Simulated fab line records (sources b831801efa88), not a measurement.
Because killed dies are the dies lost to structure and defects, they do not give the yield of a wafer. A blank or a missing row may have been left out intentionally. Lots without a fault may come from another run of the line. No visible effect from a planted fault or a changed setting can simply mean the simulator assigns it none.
fab line records -- flow gf180mcu
[record] lots = 14, wafers = 42, lastDay = 36
route steps=602 shown STI@5 LVPWELL@63 VT_IMPLANT@108
lots that met no fault: from a run of the same line without faults
startH: hours from the record's opening day to when the first of the lot's shown wafers began -- waitH: how many hours have passed since the lot's step before this one -- " repeats the value in the row above -- L1.1+2: several wafers, shown together as one row -- - either no value or no given start -- * or withheld: withheld -- < > ~ a bound
route shown NAME@n: names a module that has steps shown in the file, with the first one's number in the route -- usual: average and standard deviation across the fault-free wafers -- same: alike in all rows -- chamber/n: place in a boat -- sites: each site's reading -- _std_site: standard deviation across them -- _edge_site: inner sites' mean taken away from outer sites' mean -- radiusMm: for every site, how far away it sits from the centre of the wafer -- mask NAME#n: copy n -- behind: tool/chamber where the wafer was last shaped -- hold: the reason the lot was held/the length of the hold in hours/how it ended -- device: names the non-switching transistor (n, p or np) -- end of line: at the end of the route, the tests of the same wafers -- a step with no rows: only its recipe -- killed: dies that structure and defects cost at the first sort, which is not the same as the wafer's yield -- map: per-die view of a wafer (x killed, . not killed, _ where there is no die)
set.NAME: the run value of the setting; set.NAME@STEP: its run value at that earlier step -- model.NAME: the simulator's own value behind a step, which no gauge read
steps of the route over a sample of lots; a table a step, a row a wafer
services: when a tool's chamber went out of use (startH, in hours from the record's first day, below 0 if earlier), for how many hours, and the reason
[[steps]]
[step GF_STI_THK_MEAS_04]
[recipe] reads = Si3N4_of_STI_CVD_03
[usual] STI_CVD_03_THK = 207.0/1.8
lot.wafer,tool,chamber,startH,waitH,STI_CVD_03_THK[nm]
L308.2,filmMetro-01,-,13.57,0.0,208.7
L308.5,filmMetro-01,-,13.57,0.0,206.8
L308.6,filmMetro-01,-,13.57,0.0,207.4
L309.3,filmMetro-01,-,19.32,0.0,210.2
L309.5,filmMetro-01,-,19.32,0.0,207.6
L309.6,filmMetro-01,-,19.32,0.0,207.8
L310.1,filmMetro-01,-,23.56,0.0,208.6
L310.4,filmMetro-01,-,23.56,0.0,209.1
L310.6,filmMetro-01,-,23.56,0.0,210.3
L311.1,filmMetro-03,-,28.56,0.0,206.7
L311.3,filmMetro-03,-,28.56,0.0,205.3
L311.5,filmMetro-03,-,28.56,0.0,205.8
L313.1,filmMetro-01,-,38.56,0.0,209.9
L313.2,filmMetro-01,-,38.56,0.0,208.9
L313.6,filmMetro-01,-,38.56,0.0,207.4
L315.1,filmMetro-01,-,48.99,0.0,206.6
L315.4,filmMetro-01,-,48.99,0.0,207.5
L315.6,filmMetro-01,-,48.99,0.0,206.6
L316.2,filmMetro-01,-,53.57,0.0,208.2
L316.4,filmMetro-01,-,53.57,0.0,210.3
L316.6,filmMetro-01,-,53.57,0.0,208.0
L317.1,filmMetro-01,-,59.76,0.0,209.0
L317.2,filmMetro-01,-,59.76,0.0,210.0
L317.6,filmMetro-01,-,59.76,0.0,208.4
L318.2,filmMetro-03,-,64.67,0.0,209.3
L318.4,filmMetro-03,-,64.67,0.0,210.0
L318.6,filmMetro-03,-,64.67,0.0,207.4
L319.1,filmMetro-02,-,68.86,0.0,204.9
L319.3,filmMetro-02,-,68.86,0.0,205.5
L319.6,filmMetro-02,-,68.86,0.0,205.5
L324.3,filmMetro-03,-,93.61,0.0,208.0
L324.5,filmMetro-03,-,93.61,0.0,208.3
L324.6,filmMetro-03,-,93.61,0.0,206.9
L327.1,filmMetro-03,-,108.56,0.0,208.4
L327.5,filmMetro-03,-,108.56,0.0,209.1
L327.6,filmMetro-03,-,108.56,0.0,209.4
L330.1,filmMetro-02,-,123.57,0.0,205.0
L330.4,filmMetro-02,-,123.57,0.0,205.2
L330.6,filmMetro-02,-,123.57,0.0,206.4
L331.3,filmMetro-01,-,129.09,0.0,205.9
L331.4,filmMetro-01,-,129.09,0.0,205.3
L331.5,filmMetro-01,-,129.09,0.0,204.9
[step GF_STI_THK_MEAS_24]
[recipe] reads = SiO2_of_STI_CVD_23
[usual] STI_CVD_23_THK = 648/7.6
lot.wafer,tool,chamber,startH,waitH,STI_CVD_23_THK[nm]
L308.2,filmMetro-03,-,28.80,0.0,653
L308.5,filmMetro-03,-,28.80,0.0,646
L308.6,filmMetro-03,-,28.80,0.0,647
L309.3,filmMetro-01,-,35.38,0.1,643
L309.5,filmMetro-01,-,35.38,0.1,642
L309.6,filmMetro-01,-,35.38,0.1,660
L310.1,filmMetro-02,-,39.52,0.0,644
L310.4,filmMetro-02,-,39.52,0.0,662
L310.6,filmMetro-02,-,39.52,0.0,642
L311.1,filmMetro-01,-,44.17,0.0,659
L311.3,filmMetro-01,-,44.17,0.0,647
L311.5,filmMetro-01,-,44.17,0.0,649
L313.1,filmMetro-02,-,53.97,0.0,652
L313.2,filmMetro-02,-,53.97,0.0,646
L313.6,filmMetro-02,-,53.97,0.0,648
L315.1,filmMetro-01,-,65.74,0.0,640
L315.4,filmMetro-01,-,65.74,0.0,636
L315.6,filmMetro-01,-,65.74,0.0,640
L316.2,filmMetro-02,-,69.57,0.0,645
L316.4,filmMetro-02,-,69.57,0.0,642
L316.6,filmMetro-02,-,69.57,0.0,628
L317.1,filmMetro-03,-,76.23,0.0,649
L317.2,filmMetro-03,-,76.23,0.0,650
L317.6,filmMetro-03,-,76.23,0.0,642
L318.2,filmMetro-03,-,81.33,0.0,669
L318.4,filmMetro-03,-,81.33,0.0,652
L318.6,filmMetro-03,-,81.33,0.0,648
L319.1,filmMetro-03,-,85.44,0.0,639
L319.3,filmMetro-03,-,85.44,0.0,641
L319.6,filmMetro-03,-,85.44,0.0,645
L324.3,filmMetro-01,-,110.69,0.1,643
L324.5,filmMetro-01,-,110.69,0.1,643
L324.6,filmMetro-01,-,110.69,0.1,646
L327.1,filmMetro-03,-,126.38,0.0,650
L327.5,filmMetro-03,-,126.38,0.0,649
L327.6,filmMetro-03,-,126.38,0.0,645
L330.1,filmMetro-03,-,142.31,0.0,642
L330.4,filmMetro-03,-,142.31,0.0,653
L330.6,filmMetro-03,-,142.31,0.0,657
L331.3,filmMetro-03,-,147.70,0.1,649
L331.4,filmMetro-03,-,147.70,0.1,654
L331.5,filmMetro-03,-,147.70,0.1,650
[step GF_LVPWELL_IMPLANT_09]
[recipe] species = B, energyKev = 60, doseCm2 = 5e+12, tiltDeg = 0
lot.wafer,tool,chamber,startH,waitH
L308.2+5+6,implanter-03,0,72.76,0.1
L309.3+5+6,implanter-03,0,81.55,0.1
L310.1+4+6,implanter-03,0,87.75,0.1
L311.1+3+5,implanter-02,0,92.86,0.1
L313.1+2+6,implanter-03,0,102.06,0.1
L315.1+4+6,implanter-03,0,115.18,0.1
L316.2+4+6,implanter-03,0,121.16,0.1
L317.1+2+6,implanter-03,0,127.31,0.1
L318.2+4+6,implanter-03,0,133.51,0.1
L319.1+3+6,implanter-02,0,136.61,0.1
L324.3+5+6,implanter-01,0,165.06,0.1
L327.1+5+6,implanter-01,0,182.93,0.1
L330.1+4+6,implanter-01,0,202.31,0.1
L331.3+4+5,implanter-02,0,206.46,0.1
[step GF_VT_IMPLANT_OVL_MEAS_18]
[usual] VT_IMPLANT_01_OVL = 0.1/1.5
lot.wafer,tool,chamber,startH,waitH,VT_IMPLANT_01_OVL[nm]
L308.2,overlay-01,-,138.47,0.1,-0.7
L308.5,overlay-01,-,138.47,0.1,2.4
L308.6,overlay-01,-,138.47,0.1,1.7
L309.3,overlay-01,-,148.56,0.1,-1.9
L309.5,overlay-01,-,148.56,0.1,2.8
L309.6,overlay-01,-,148.56,0.1,1.3
L310.1,overlay-01,-,153.64,0.1,-0.3
L310.4,overlay-01,-,153.64,0.1,-0.7
L310.6,overlay-01,-,153.64,0.1,-1.1
L311.1,overlay-01,-,160.31,0.1,1.6
L311.3,overlay-01,-,160.31,0.1,0.7
L311.5,overlay-01,-,160.31,0.1,2.2
L313.1,overlay-02,-,172.42,0.1,-0.5
L313.2,overlay-02,-,172.42,0.1,-0.1
L313.6,overlay-02,-,172.42,0.1,-0.2
L315.1,overlay-02,-,187.62,0.1,0.6
L315.4,overlay-02,-,187.62,0.1,-1.3
L315.6,overlay-02,-,187.62,0.1,0.7
L316.2,overlay-02,-,193.27,0.1,-2.1
L316.4,overlay-02,-,193.27,0.1,-3.0
L316.6,overlay-02,-,193.27,0.1,1.0
L317.1,overlay-01,-,201.89,0.1,-0.2
L317.2,overlay-01,-,201.89,0.1,0.8
L317.6,overlay-01,-,201.89,0.1,-0.1
L318.2,overlay-01,-,208.73,0.1,2.1
L318.4,overlay-01,-,208.73,0.1,0.9
L318.6,overlay-01,-,208.73,0.1,-0.9
L319.1,overlay-01,-,212.67,0.1,-3.9
L319.3,overlay-01,-,212.67,0.1,-1.3
L319.6,overlay-01,-,212.67,0.1,-1.8
L324.3,overlay-01,-,244.68,0.1,-0.6
L324.5,overlay-01,-,244.68,0.1,-0.3
L324.6,overlay-01,-,244.68,0.1,-1.2
L327.1,overlay-02,-,263.47,0.1,0.1
L327.5,overlay-02,-,263.47,0.1,0.6
L327.6,overlay-02,-,263.47,0.1,1.0
L330.1,overlay-01,-,285.59,0.1,-0.6
L330.4,overlay-01,-,285.59,0.1,-1.2
L330.6,overlay-01,-,285.59,0.1,-1.5
L331.3,overlay-02,-,290.42,0.1,1.2
L331.4,overlay-02,-,290.42,0.1,1.1
L331.5,overlay-02,-,290.42,0.1,1.3
[step GF_VT_IMPLANT_RS_MEAS_48]
[recipe] thkMeasGauge = four-point-probe
[usual] LVPWELL_RS = 1196.9/2.9
lot.wafer,tool,chamber,startH,waitH,LVPWELL_RS[ohm/sq]
L308.2,filmMetro-02,-,176.02,0.1,1195.1
L308.5,filmMetro-02,-,176.02,0.1,1196.7
L308.6,filmMetro-02,-,176.02,0.1,1191.3
L309.3,filmMetro-04,-,185.90,0.1,1194.9
L309.5,filmMetro-04,-,185.90,0.1,1196.0
L309.6,filmMetro-04,-,185.90,0.1,1194.2
L310.1,filmMetro-04,-,191.15,0.1,1205.6
L310.4,filmMetro-04,-,191.15,0.1,1200.1
L310.6,filmMetro-04,-,191.15,0.1,1200.0
L311.1,filmMetro-03,-,199.31,0.1,1193.7
L311.3,filmMetro-03,-,199.31,0.1,1192.6
L311.5,filmMetro-03,-,199.31,0.1,1195.0
L313.1,filmMetro-04,-,211.50,0.1,1195.7
L313.2,filmMetro-04,-,211.50,0.1,1194.6
L313.6,filmMetro-04,-,211.50,0.1,1193.0
L315.1,filmMetro-04,-,226.86,0.1,1193.9
L315.4,filmMetro-04,-,226.86,0.1,1192.8
L315.6,filmMetro-04,-,226.86,0.1,1193.9
L316.2,filmMetro-04,-,234.52,0.1,1201.1
L316.4,filmMetro-04,-,234.52,0.1,1204.0
L316.6,filmMetro-04,-,234.52,0.1,1201.3
L317.1,filmMetro-03,-,241.83,0.1,1200.5
L317.2,filmMetro-03,-,241.83,0.1,1198.0
L317.6,filmMetro-03,-,241.83,0.1,1196.8
L318.2,filmMetro-03,-,250.25,0.1,1197.4
L318.4,filmMetro-03,-,250.25,0.1,1195.6
L318.6,filmMetro-03,-,250.25,0.1,1196.2
L319.1,filmMetro-02,-,255.33,0.1,1199.9
L319.3,filmMetro-02,-,255.33,0.1,1193.4
L319.6,filmMetro-02,-,255.33,0.1,1195.6
L324.3,filmMetro-04,-,287.27,0.1,1192.0
L324.5,filmMetro-04,-,287.27,0.1,1197.0
L324.6,filmMetro-04,-,287.27,0.1,1197.5
L327.1,filmMetro-02,-,306.33,0.1,1218.9
L327.5,filmMetro-02,-,306.33,0.1,1218.9
L327.6,filmMetro-02,-,306.33,0.1,1219.5
L330.1,filmMetro-02,-,328.38,0.1,1215.0
L330.4,filmMetro-02,-,328.38,0.1,1219.2
L330.6,filmMetro-02,-,328.38,0.1,1216.6
L331.3,filmMetro-04,-,334.39,0.1,1194.4
L331.4,filmMetro-04,-,334.39,0.1,1196.8
L331.5,filmMetro-04,-,334.39,0.1,1198.8
[[services]]
tool,chamber,startH,hours,kind
implanter-02,-,51.57,1.4,repair
implanter-02,-,70.11,0.5,repair
implanter-03,-,90.98,2.7,repair
implanter-01,-,96.21,2.3,repair
implanter-03,-,102.54,3.7,repair
implanter-01,-,112.97,0.9,repair
implanter-03,-,122.34,3.2,repair
implanter-02,-,132.46,0.5,repair
implanter-01,-,142.87,1.7,repair
[[key]]
[firstSign] step = GF_VT_IMPLANT_RS_MEAS_48, reading = LVPWELL_RS, direction = up, sigmas = 7.3, usual = 1196.9, struck = 1218.0
effect none on later readings
metAt GF_LVPWELL_IMPLANT_09
struckLots L327,L330
testerLeftOut L327,L330
notActingAt GF_STI_THK_MEAS_04,GF_STI_THK_MEAS_24,GF_VT_IMPLANT_OVL_MEAS_18
onsetBetween 165.06 182.93
[fault] kind = processParameterDrift, tool = implanter-01, chamber = -, onsetH = 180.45, steps = GF_LVPWELL_IMPLANT_09, channel = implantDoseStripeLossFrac, offset = 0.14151, shape = step, endH = 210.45
// testerLeftOut: of these lots the tester's yield and bins aren't shown, on N5 and GAA mostly nor the transistor test; their killed dies are dies lost to structure and defects alone, not to doping, threshold or leakage, so they don't give the yield
